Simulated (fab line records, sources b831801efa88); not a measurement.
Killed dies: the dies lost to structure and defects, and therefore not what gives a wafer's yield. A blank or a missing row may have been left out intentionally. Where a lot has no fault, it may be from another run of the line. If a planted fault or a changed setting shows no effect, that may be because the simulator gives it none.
What tool caused it? / flow sky130 / 12 lots, 36 wafers sampled, at 5 steps of a route of 708

## WHAT THE GAUGES SHOWED, per wafer
SKY_VT_ADJUST_NCORE_TW_MEAS_11.
lot=L523; measured=day 8 16:20; on=filmMetro-02; VT_ADJUST_NCORE_TW=221.2 220.6 219.9
lot=L527; measured=day 9 23:10; on=filmMetro-01; VT_ADJUST_NCORE_TW=219.9 220.1 220.8
lot=L529; measured=day 10 08:35; on=filmMetro-04; VT_ADJUST_NCORE_TW=220.5 220.3 219.8
lot=L531; measured=day 11 07:48; on=filmMetro-04; VT_ADJUST_NCORE_TW=219.9 220.8 218.6
lot=L533; measured=day 11 23:25; on=filmMetro-01; VT_ADJUST_NCORE_TW=219.2 220.2 220.4
lot=L534; measured=day 12 08:52; on=filmMetro-04; VT_ADJUST_NCORE_TW=267.9 269.3 271.0
lot=L537; measured=day 12 23:46; on=filmMetro-01; VT_ADJUST_NCORE_TW=222.4 220.5 220.7
lot=L541; measured=day 13 19:35; on=filmMetro-02; VT_ADJUST_NCORE_TW=267.4 269.1 267.8
lot=L543; measured=day 14 11:27; on=filmMetro-04; VT_ADJUST_NCORE_TW=222.7 221.4 222.1
lot=L544; measured=day 14 20:44; on=filmMetro-02; VT_ADJUST_NCORE_TW=218.8 219.7 218.2
lot=L545; measured=day 15 03:06; on=filmMetro-01; VT_ADJUST_NCORE_TW=218.8 219.4 219.3
lot=L546; measured=day 15 08:08; on=filmMetro-02; VT_ADJUST_NCORE_TW=221.0 219.8 219.9

SKY_SD_P_CD_MEAS_07 targets a cd of 380 nm.
lot=L523; measured=day 26 18:44; on=cdSem-01; cdNm (nm)=378 380 377
lot=L527; measured=day 26 19:53; on=cdSem-01; cdNm (nm)=375 374 376
lot=L529; measured=day 26 20:29; on=cdSem-01; cdNm (nm)=384 383 385
lot=L531; measured=day 28 06:27; on=cdSem-01; cdNm (nm)=380 378 381
lot=L533; measured=day 28 18:08; on=cdSem-01; cdNm (nm)=384 383 381
lot=L534; measured=day 33 19:19; on=cdSem-02; cdNm (nm)=381 385 384
lot=L537; measured=day 33 19:02; on=cdSem-01; cdNm (nm)=381 380 382
lot=L541; measured=day 34 02:13; on=cdSem-01; cdNm (nm)=377 378 379
lot=L543; measured=day 33 22:00; on=cdSem-01; cdNm (nm)=384 384 384
lot=L544; measured=day 33 20:29; on=cdSem-01; cdNm (nm)=381 379 379
lot=L545; measured=day 33 22:18; on=cdSem-01; cdNm (nm)=381 382 383
lot=L546; measured=day 33 22:24; on=cdSem-01; cdNm (nm)=381 381 381

## WHAT TOOL EACH LOT RAN ON (gives the tool, then ch and the chambers of the sampled wafers, and finally the start)
lot=L523; SKY_VT_ADJUST_NCORE_IMPLANT_09=implanter-03 ch 0, day 8 16:05; SKY_SONOS_ONO_ETCH_15=rieDiel-01 ch 1,3, day 12 20:56; SKY_POLY_CUT_STRIP_12=plasmaAsher-02 ch 0,1, day 25 13:55
lot=L527; SKY_VT_ADJUST_NCORE_IMPLANT_09=implanter-02 ch 0, day 9 22:58; SKY_SONOS_ONO_ETCH_15=rieDiel-02 ch 2,3, day 14 04:29; SKY_POLY_CUT_STRIP_12=plasmaAsher-04 ch 0,1, day 25 14:26
lot=L529; SKY_VT_ADJUST_NCORE_IMPLANT_09=implanter-03 ch 0, day 10 08:20; SKY_SONOS_ONO_ETCH_15=rieDiel-01 ch 0,3, day 14 16:35; SKY_POLY_CUT_STRIP_12=plasmaAsher-03 ch 0,1, day 25 15:25
lot=L531; SKY_VT_ADJUST_NCORE_IMPLANT_09=implanter-04 ch 0, day 11 07:34; SKY_SONOS_ONO_ETCH_15=rieDiel-02 ch 0,2,3, day 15 17:38; SKY_POLY_CUT_STRIP_12=plasmaAsher-03 ch 0,1, day 27 02:16
lot=L533; SKY_VT_ADJUST_NCORE_IMPLANT_09=implanter-04 ch 0, day 11 23:13; SKY_SONOS_ONO_ETCH_15=rieDiel-02 ch 1,2,3, day 16 15:45; SKY_POLY_CUT_STRIP_12=plasmaAsher-03 ch 0,1, day 27 14:31
lot=L534; SKY_VT_ADJUST_NCORE_IMPLANT_09=implanter-03 ch 0, day 12 08:19; SKY_SONOS_ONO_ETCH_15=rieDiel-01 ch 1,2, day 17 00:23; SKY_POLY_CUT_STRIP_12=plasmaAsher-02 ch 1, day 32 17:19
lot=L537; SKY_VT_ADJUST_NCORE_IMPLANT_09=implanter-04 ch 0, day 12 23:32; SKY_SONOS_ONO_ETCH_15=rieDiel-02 ch 1,3, day 17 15:41; SKY_POLY_CUT_STRIP_12=plasmaAsher-02 ch 0,1, day 32 17:01
lot=L541; SKY_VT_ADJUST_NCORE_IMPLANT_09=implanter-03 ch 0, day 13 19:02; SKY_SONOS_ONO_ETCH_15=rieDiel-01 ch 1,3, day 18 20:26; SKY_POLY_CUT_STRIP_12=plasmaAsher-02 ch 0,1, day 32 23:45
lot=L543; SKY_VT_ADJUST_NCORE_IMPLANT_09=implanter-03 ch 0, day 14 11:13; SKY_SONOS_ONO_ETCH_15=rieDiel-02 ch 1,2, day 19 12:02; SKY_POLY_CUT_STRIP_12=plasmaAsher-02 ch 0,1, day 32 19:49
lot=L544; SKY_VT_ADJUST_NCORE_IMPLANT_09=implanter-03 ch 0, day 14 20:29; SKY_SONOS_ONO_ETCH_15=rieDiel-04 ch 0,2, day 19 23:32; SKY_POLY_CUT_STRIP_12=plasmaAsher-03 ch 0,1, day 32 18:34
lot=L545; SKY_VT_ADJUST_NCORE_IMPLANT_09=implanter-04 ch 0, day 15 02:52; SKY_SONOS_ONO_ETCH_15=rieDiel-04 ch 1,3, day 20 09:17; SKY_POLY_CUT_STRIP_12=plasmaAsher-02 ch 0,1, day 32 20:13
lot=L546; SKY_VT_ADJUST_NCORE_IMPLANT_09=implanter-04 ch 0, day 15 07:53; SKY_SONOS_ONO_ETCH_15=rieDiel-01 ch 0,1,3, day 20 12:44; SKY_POLY_CUT_STRIP_12=plasmaAsher-03 ch 0,1, day 32 20:34
- SKY_VT_ADJUST_NCORE_IMPLANT_09
- SKY_SONOS_ONO_ETCH_15: etches the open film in CHF3/O2, target depth 19.52 nm, time 7.8 s.
- SKY_POLY_CUT_STRIP_12: strips in O2/N2.

## WHAT THE TOOLS THEMSELVES READ (means of the sampled wafers that have a number; where no wafer has one, the mark that the record gives instead)
SKY_VT_ADJUST_NCORE_IMPLANT_09.
lot=L523 tool=implanter-03 faradayCurrentUA=13.61
lot=L527 tool=implanter-02 faradayCurrentUA=13.61
lot=L529 tool=implanter-03 faradayCurrentUA=13.54
lot=L531 tool=implanter-04 faradayCurrentUA=13.48
lot=L533 tool=implanter-04 faradayCurrentUA=13.74
lot=L534 tool=implanter-03 faradayCurrentUA=13.63
lot=L537 tool=implanter-04 faradayCurrentUA=13.40
lot=L541 tool=implanter-03 faradayCurrentUA=13.75
lot=L543 tool=implanter-03 faradayCurrentUA=13.44
lot=L544 tool=implanter-03 faradayCurrentUA=13.52
lot=L545 tool=implanter-04 faradayCurrentUA=13.61
lot=L546 tool=implanter-04 faradayCurrentUA=13.44

SKY_SONOS_ONO_ETCH_15.
lot=L523; tool=rieDiel-01; biasW (W)=199.5; drypumpMotorCurrentA (A)=5.5; oesProductAu (a.u.)=1.013; throttleValvePct (%)=8.830
lot=L527; tool=rieDiel-02; biasW (W)=200.0; drypumpMotorCurrentA (A)=5.3; oesProductAu (a.u.)=1.007; throttleValvePct (%)=8.829
lot=L529; tool=rieDiel-01; biasW (W)=200.2; drypumpMotorCurrentA (A)=5.8; oesProductAu (a.u.)=1.000; throttleValvePct (%)=8.822
lot=L531; tool=rieDiel-02; biasW (W)=200.2; drypumpMotorCurrentA (A)=5.8; oesProductAu (a.u.)=1.005; throttleValvePct (%)=8.825
lot=L533; tool=rieDiel-02; biasW (W)=199.7; drypumpMotorCurrentA (A)=5.5; oesProductAu (a.u.)=1.019; throttleValvePct (%)=8.837
lot=L534; tool=rieDiel-01; biasW (W)=199.8; drypumpMotorCurrentA (A)=6.1; oesProductAu (a.u.)=0.994; throttleValvePct (%)=8.826
lot=L537; tool=rieDiel-02; biasW (W)=199.7; drypumpMotorCurrentA (A)=5.6; oesProductAu (a.u.)=1.012; throttleValvePct (%)=8.832
lot=L541; tool=rieDiel-01; biasW (W)=199.7; drypumpMotorCurrentA (A)=5.5; oesProductAu (a.u.)=1.006; throttleValvePct (%)=8.821
lot=L543; tool=rieDiel-02; biasW (W)=200.5; drypumpMotorCurrentA (A)=5.5; oesProductAu (a.u.)=1.009; throttleValvePct (%)=8.829
lot=L544; tool=rieDiel-04; biasW (W)=200.5; drypumpMotorCurrentA (A)=5.6; oesProductAu (a.u.)=0.997; throttleValvePct (%)=8.816
lot=L545; tool=rieDiel-04; biasW (W)=200.0; drypumpMotorCurrentA (A)=5.9; oesProductAu (a.u.)=1.002; throttleValvePct (%)=8.828
lot=L546; tool=rieDiel-01; biasW (W)=200.3; drypumpMotorCurrentA (A)=5.9; oesProductAu (a.u.)=0.994; throttleValvePct (%)=8.824

SKY_POLY_CUT_STRIP_12.
lot=L523; tool=plasmaAsher-02; drypumpMotorCurrentA (A)=5.49; n2FlowSccm (sccm)=299.9; oesProductAu (a.u.)=0.453; stripTimeToEndpointS (s)=5.376
lot=L527; tool=plasmaAsher-04; drypumpMotorCurrentA (A)=5.68; n2FlowSccm (sccm)=299.6; oesProductAu (a.u.)=0.451; stripTimeToEndpointS (s)=5.340
lot=L529; tool=plasmaAsher-03; drypumpMotorCurrentA (A)=5.79; n2FlowSccm (sccm)=300.4; oesProductAu (a.u.)=0.457; stripTimeToEndpointS (s)=5.364
lot=L531; tool=plasmaAsher-03; drypumpMotorCurrentA (A)=5.65; n2FlowSccm (sccm)=301.5; oesProductAu (a.u.)=0.450; stripTimeToEndpointS (s)=5.330
lot=L533; tool=plasmaAsher-03; drypumpMotorCurrentA (A)=5.62; n2FlowSccm (sccm)=299.8; oesProductAu (a.u.)=0.455; stripTimeToEndpointS (s)=5.388
lot=L534; tool=plasmaAsher-02; drypumpMotorCurrentA (A)=5.30; n2FlowSccm (sccm)=301.3; oesProductAu (a.u.)=0.455; stripTimeToEndpointS (s)=5.381
lot=L537; tool=plasmaAsher-02; drypumpMotorCurrentA (A)=5.49; n2FlowSccm (sccm)=299.8; oesProductAu (a.u.)=0.454; stripTimeToEndpointS (s)=5.338
lot=L541; tool=plasmaAsher-02; drypumpMotorCurrentA (A)=5.41; n2FlowSccm (sccm)=300.0; oesProductAu (a.u.)=0.448; stripTimeToEndpointS (s)=5.346
lot=L543; tool=plasmaAsher-02; drypumpMotorCurrentA (A)=5.42; n2FlowSccm (sccm)=299.7; oesProductAu (a.u.)=0.455; stripTimeToEndpointS (s)=5.376
lot=L544; tool=plasmaAsher-03; drypumpMotorCurrentA (A)=5.63; n2FlowSccm (sccm)=299.7; oesProductAu (a.u.)=0.452; stripTimeToEndpointS (s)=5.333
lot=L545; tool=plasmaAsher-02; drypumpMotorCurrentA (A)=5.50; n2FlowSccm (sccm)=300.5; oesProductAu (a.u.)=0.452; stripTimeToEndpointS (s)=5.358
lot=L546; tool=plasmaAsher-03; drypumpMotorCurrentA (A)=5.77; n2FlowSccm (sccm)=300.2; oesProductAu (a.u.)=0.450; stripTimeToEndpointS (s)=5.374

## THE ANSWER, worked out from the rows above alone
Rule: what is usual is taken from the lots themselves. Put in order of their means at a reading, lots are off if they are a third of the lots or fewer, leave a main group of 4 or more, and stand apart from it by a gap of 3 or more times the standard deviation of the main group's means; of several such gaps the widest counts. A main group whose means are all the same, to the digits that the tables above print for the reading, isn't used. A lot without any number at a reading at which 4 lots or more have one is off too. Any other lot the step has rows for is counted as sound. Order of review: gauges by route order, followed by the tools' own readings, for which a lot's mean as printed above is used. The first step at which some lot is off is used, and at that step the reading that is off furthest; a lot without a number counts as furthest.
Off: at SKY_VT_ADJUST_NCORE_TW_MEAS_11 (VT_ADJUST_NCORE_TW), L534, L541. Mean 220.2 and standard deviation 0.87 in the main group.
If a tool, at a process step before that reading, ran all the lots that are off and no sound lot after the first of them, it fits. Those tools and the gauges at SKY_VT_ADJUST_NCORE_TW_MEAS_11 are tried in the same way. Not one of the candidates tried fits.

## WHAT THE SIMULATOR PUT IN
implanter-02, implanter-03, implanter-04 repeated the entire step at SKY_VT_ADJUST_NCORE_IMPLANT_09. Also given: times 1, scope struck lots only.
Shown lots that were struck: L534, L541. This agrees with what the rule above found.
